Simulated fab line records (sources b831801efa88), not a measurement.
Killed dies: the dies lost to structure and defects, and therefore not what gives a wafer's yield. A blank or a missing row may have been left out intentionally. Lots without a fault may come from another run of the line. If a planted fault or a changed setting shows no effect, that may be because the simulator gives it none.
A lot that was struck, set against a sound lot + flow sky130 + 18 steps out of a route of 708
Sound: these wafers, L402.1, L402.4, L402.5. Wafers L395.1, L395.3, L395.5 were the ones struck. The cause is named last.
Order at every step that has rows: each side's tool, ch and its chambers, its first start. Under that, the readings that differ: sound wafers + struck wafers + difference of the means + sigmas: that difference in standard deviations of wafers without a fault.
alike: a reading whose means differ by less than 2 such deviations, as well as words and numbers matching on both sides. not compared: withheld readings; readings where some wafer has no value; bounds like >300 that might hide an equal value; numbers whose values overlap and for which the record gives no deviation.
A row with sigmas, a row that says differs or no value, or rows on one side alone: a step with any of these is where the two part. When numbers do not overlap yet have no deviation, they are printed without sigmas and do not part them. Lack of a reading on every wafer of one side parts them only where that side has two or more wafers.

first, 2 steps without rows for these wafers: SKY_SALICIDE_CLEAN_00 (cleans in HF-last, time 30 s); SKY_LI_CONTACT_HDPCVD_00 (deposits PSG, target thk 930 nm, time 155 s).
SKY_LI_CONTACT_THK_MEAS_01:
  sound on film metro-04, day 32 20:01; struck on film metro-03, day 30 14:43
  alike: LI_CONTACT_HDPCVD_THK
SKY_LI_CONTACT_CMP_02: polishes PSG.
  sound on cmp-01 ch 0,1,3, day 32 20:08; struck on cmp-01 ch 0,2,3, day 30 14:46
  alike: motor current A, time to endpoint s
SKY_LI_CONTACT_BOW_MEAS_03:
  sound on film metro-03, day 32 20:23; struck on film metro-03, day 30 15:04
  alike: LI_CONTACT_BOW
then, 7 steps without rows for these wafers: SKY_LI_CONTACT_DEHYDRATE_04 (time 60 s); SKY_LI_CONTACT_HMDS_05 (prime time 60 s); SKY_LI_CONTACT_COAT_06 (resist thk 60 nm); SKY_LI_CONTACT_COAT_07 (resist thk 450 nm); SKY_LI_CONTACT_SOFTBAKE_08 (time 90 s); SKY_LI_CONTACT_EXPOSE_09 (exposes mask LICM1, target cd 170 nm); SKY_LI_CONTACT_PEB_10.
SKY_LI_CONTACT_DEVELOP_11: develop time 60 s.
  sound on litho track-04 ch 0, day 33 22:00; struck on litho track-03 ch 0, day 31 17:00
SKY_LI_CONTACT_CD_MEAS_12: the cd target is 170 nm.
  sound on cd sem-01, day 33 23:07; struck on cd sem-01, day 31 17:48
| reading    | sound             | struck            | difference | sigmas |
|------------|-------------------|-------------------|------------|--------|
| cd nm (nm) | 169.9 169.9 169.5 | 165.9 166.0 167.3 | -3.4       | -2     |
SKY_LI_CONTACT_OVL_MEAS_13:
  sound on overlay-01, day 33 23:14; struck on overlay-02, day 31 17:55
  alike: LI_CONTACT_OVL
SKY_LI_CONTACT_ETCH_14: etches BARC in N2/H2, stops on SiO2, time 45.9 s, target depth 60 nm.
  sound on rie diel-03 ch 1,2,3, day 33 23:16; struck on rie diel-04 ch 1,2, day 31 17:57
| reading                     | sound             | struck            | difference | sigmas |
|-----------------------------|-------------------|-------------------|------------|--------|
| model.LI_CONTACT.cd nm (nm) | 168.2 169.1 167.9 | 166.5 166.4 167.5 | -1.6       |        |
  alike: drypump motor current A, h2 flow sccm, n2 flow sccm, oes product au, rf fwd power W, throttle valve pct
  not compared: rf hours counter h
SKY_LI_CONTACT_ETCH_15: etches PSG in C4F8/O2/Ar, stops on Si, target depth 600 nm.
  sound on rie diel-03 ch 1,2,3, day 33 23:19; struck on rie diel-04 ch 1,2, day 31 17:59
  alike: oes product au, rf fwd power W
-- the record jumps here: 16 days lie between the struck wafers' starts before and after (it left off in module LI_CONTACT and takes up again in module PAD_OPEN, whose first step shown is number 708 of the route) --
SKY_PAD_OPEN_PROBE_99:
  the record has rows for the struck wafers here (prober-01, day 47 18:08) and none for the sound ones

== WHERE THEY PART ==
First at SKY_LI_CONTACT_CD_MEAS_12; last, within this record, at SKY_PAD_OPEN_PROBE_99.

WHY: the cause the simulator had injected
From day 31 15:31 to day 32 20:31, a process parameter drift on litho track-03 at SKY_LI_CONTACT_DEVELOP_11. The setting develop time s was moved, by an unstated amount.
